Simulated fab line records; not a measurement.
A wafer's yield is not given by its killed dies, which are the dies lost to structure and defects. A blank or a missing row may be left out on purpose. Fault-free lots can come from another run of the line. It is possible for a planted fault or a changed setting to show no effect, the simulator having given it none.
Shared-tool check / flow gf180mcu / Sample size 12 lots and 42 wafers

## REASON FOR OPENING
GF_VT_IMPLANT_RS_MEAS_49, reading MVPSD_RS: flagged on 2 of 12 lots. Fault-free wafers read 1168 ohm/sq, with a standard deviation of 3.1.
Rule: flag the lot when none of its wafers has a number, or when each of its wafers that has one lies beyond 4 standard deviations from that mean. The other lots count as sound.

lot=L910; measured=day 7 12:22; on=filmMetro-01; MVPSD_RS (ohm/sq), wafer by wafer=1165 1166 1165; flag=
lot=L911; measured=day 7 22:30; on=filmMetro-02; MVPSD_RS (ohm/sq), wafer by wafer=1166 1170 1167; flag=
lot=L913; measured=day 8 09:43; on=filmMetro-01; MVPSD_RS (ohm/sq), wafer by wafer=1169 1168 1165; flag=
lot=L914; measured=day 8 14:33; on=filmMetro-01; MVPSD_RS (ohm/sq), wafer by wafer=1165 1168 1162; flag=
lot=L917; measured=day 9 13:50; on=filmMetro-01; MVPSD_RS (ohm/sq), wafer by wafer=1165 1165 1168; flag=
lot=L918; measured=day 9 19:39; on=filmMetro-02; MVPSD_RS (ohm/sq), wafer by wafer=1171 1173 1168; flag=
lot=L920; measured=day 10 10:55; on=filmMetro-03; MVPSD_RS (ohm/sq), wafer by wafer=1167 1168 1166; flag=
lot=L921; measured=day 10 16:33; on=filmMetro-02; MVPSD_RS (ohm/sq), wafer by wafer=1105 1105 1107 1104 1104 1106; flag=FLAGGED
lot=L922; measured=day 10 20:49; on=filmMetro-02; MVPSD_RS (ohm/sq), wafer by wafer=1099 1104 1102 1102 1102 1102; flag=FLAGGED
lot=L926; measured=day 11 22:42; on=filmMetro-02; MVPSD_RS (ohm/sq), wafer by wafer=1166 1170 1170; flag=
lot=L931; measured=day 13 12:33; on=filmMetro-02; MVPSD_RS (ohm/sq), wafer by wafer=1166 1169 1168; flag=
lot=L932; measured=day 13 21:29; on=filmMetro-03; MVPSD_RS (ohm/sq), wafer by wafer=1170 1167 1165; flag=
On average the flagged lots' numbers are 1104 ohm/sq, which is -64 ohm/sq against the usual, or -21 standard deviations.

## EACH LOT AND THE TOOL IT RAN ON
The record keeps 1 process step preceding the reading, out of 602 steps on the route. In each cell: the tool, then ch and the chambers that the sampled wafers went through, then the start.
lot=L910; flag=; GF_MVPSD_IMPLANT_09=implanter-02 ch 0, day 5 00:29
lot=L911; flag=; GF_MVPSD_IMPLANT_09=implanter-04 ch 0, day 5 08:26
lot=L913; flag=; GF_MVPSD_IMPLANT_09=implanter-03 ch 0, day 5 17:40
lot=L914; flag=; GF_MVPSD_IMPLANT_09=implanter-04 ch 0, day 5 21:59
lot=L917; flag=; GF_MVPSD_IMPLANT_09=implanter-02 ch 0, day 6 18:56
lot=L918; flag=; GF_MVPSD_IMPLANT_09=implanter-03 ch 0, day 7 00:38
lot=L920; flag=; GF_MVPSD_IMPLANT_09=implanter-03 ch 0, day 7 14:52
lot=L921; flag=FLAGGED; GF_MVPSD_IMPLANT_09=implanter-03 ch 0, day 7 18:34
lot=L922; flag=FLAGGED; GF_MVPSD_IMPLANT_09=implanter-03 ch 0, day 7 23:48
lot=L926; flag=; GF_MVPSD_IMPLANT_09=implanter-02 ch 0, day 8 22:20
lot=L931; flag=; GF_MVPSD_IMPLANT_09=implanter-04 ch 0, day 10 06:59
lot=L932; flag=; GF_MVPSD_IMPLANT_09=implanter-02 ch 0, day 10 14:16
What the steps here do:
- GF_MVPSD_IMPLANT_09
- GF_VT_IMPLANT_RS_MEAS_49: measures by four-point-probe.

## FLAGGED OVER TOTAL, TOOL BY TOOL (the gauges that took the reading come last)
step=GF_MVPSD_IMPLANT_09; tool=implanter-02; lots run=4; flagged=0; share of the flagged lots=none; sound lots run after its first flagged lot=-
step=GF_MVPSD_IMPLANT_09; tool=implanter-03; lots run=5; flagged=2; share of the flagged lots=all; sound lots run after its first flagged lot=0
step=GF_MVPSD_IMPLANT_09; tool=implanter-04; lots run=3; flagged=0; share of the flagged lots=none; sound lots run after its first flagged lot=-
step=GF_VT_IMPLANT_RS_MEAS_49; tool=filmMetro-01; lots run=4; flagged=0; share of the flagged lots=none; sound lots run after its first flagged lot=-
step=GF_VT_IMPLANT_RS_MEAS_49; tool=filmMetro-02; lots run=6; flagged=2; share of the flagged lots=all; sound lots run after its first flagged lot=2 (L926,L931)
step=GF_VT_IMPLANT_RS_MEAS_49; tool=filmMetro-03; lots run=2; flagged=0; share of the flagged lots=none; sound lots run after its first flagged lot=-

## WHAT THE TABLE ALLOWS
Rows of the table that ran all the flagged lots, 2 in number: implanter-03 at GF_MVPSD_IMPLANT_09; filmMetro-02 at GF_VT_IMPLANT_RS_MEAS_49.
- implanter-03 at GF_MVPSD_IMPLANT_09: 2 of its 5 lots flagged. It ran its last sound lot, L920, at day 7 14:52 and its first flagged lot, L921, at day 7 18:34: a fault with its onset between the two fits. Its own readings lie more than 4 standard deviations out on every wafer of the flagged lots: doseIonsCm2, faradayCurrentUA.
- filmMetro-02 at GF_VT_IMPLANT_RS_MEAS_49: 2 of its 6 lots flagged. Sound lots followed the first flagged one (L926, L931) on it, something a lasting fault affecting the whole tool could not allow.
implanter-03 at GF_MVPSD_IMPLANT_09 is the single tool remaining.

## WHAT THE SIMULATOR HAD PUT IN
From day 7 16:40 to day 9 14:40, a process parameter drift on implanter-03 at GF_MVPSD_IMPLANT_09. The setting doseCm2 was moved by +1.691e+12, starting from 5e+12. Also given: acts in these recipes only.
Shown lots that were struck: L921, L922. The rule given above showed the same thing.
